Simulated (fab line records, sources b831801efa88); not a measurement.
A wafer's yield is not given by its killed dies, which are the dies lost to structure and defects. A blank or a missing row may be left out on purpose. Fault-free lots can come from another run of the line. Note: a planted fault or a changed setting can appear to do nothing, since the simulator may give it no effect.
Which tool did it? + flow gf180mcu + 6 lots, 18 wafers sampled, at 3 steps of a route of 602

## WHAT EACH GAUGE READ, for each wafer
GF_TOP_METAL_THK_MEAS_06: measures by xrf.
| lot  | measured     | on            | TOP_METAL_ALCU_THK (nm) |
|------|--------------|---------------|-------------------------|
| L607 | day 28 11:18 | film metro-02 | 869 881 876             |
| L609 | day 29 01:06 | film metro-01 | 867 877 881             |
| L612 | day 30 00:35 | film metro-04 | 895 892 885             |
| L614 | day 31 07:08 | film metro-04 | 871 877 877             |
| L617 | day 32 04:31 | film metro-02 | 857 867 858             |
| L625 | day 33 09:28 | film metro-02 | 862 868 869             |

## TOOL THAT RAN EACH LOT (tool first, then ch and the chambers of the sampled wafers, then the start)
| lot  | GF_V4_CVD_02                    | GF_V5_CMP_04                  |
|------|---------------------------------|-------------------------------|
| L607 | pecvd-02 ch 0,2, day 24 18:08   | cmp-02 ch 0,1,2, day 27 13:13 |
| L609 | pecvd-02 ch 0,1,2, day 25 09:40 | cmp-01 ch 1,2, day 28 03:42   |
| L612 | pecvd-03 ch 0,1,2, day 26 12:34 | cmp-01 ch 2,3, day 29 03:44   |
| L614 | pecvd-02 ch 0,1,2, day 27 21:52 | cmp-02 ch 0,2, day 30 10:35   |
| L617 | pecvd-03 ch 1,2, day 28 22:35   | cmp-02 ch 0,1,3, day 31 09:00 |
| L625 | pecvd-04 ch 0,2, day 30 07:49   | cmp-02 ch 0,1, day 32 15:04   |
- GF_V4_CVD_02: deposits SiO2 from TEOS, target thk 850 nm, time 94.851 s.
- GF_V5_CMP_04: polishes SiO2.

## THE ANSWER, worked out from the rows above alone
Rule: usual is defined by the lots themselves. Put in order of their means at a reading, lots are off if they are a third of the lots or fewer, leave a main group of 4 or more, and stand apart from it by a gap of 3 or more times the standard deviation of the main group's means; of several such gaps the widest counts. If all means in a main group match to the digits the tables above print for the reading, that group is not used. A lot without any number at a reading at which 4 lots or more have one is off too. Any other lot the step has rows for is counted as sound.
Nothing can be told from this: no lot is off at any reading shown.

## WHAT HAD BEEN PUT IN BY THE SIMULATOR
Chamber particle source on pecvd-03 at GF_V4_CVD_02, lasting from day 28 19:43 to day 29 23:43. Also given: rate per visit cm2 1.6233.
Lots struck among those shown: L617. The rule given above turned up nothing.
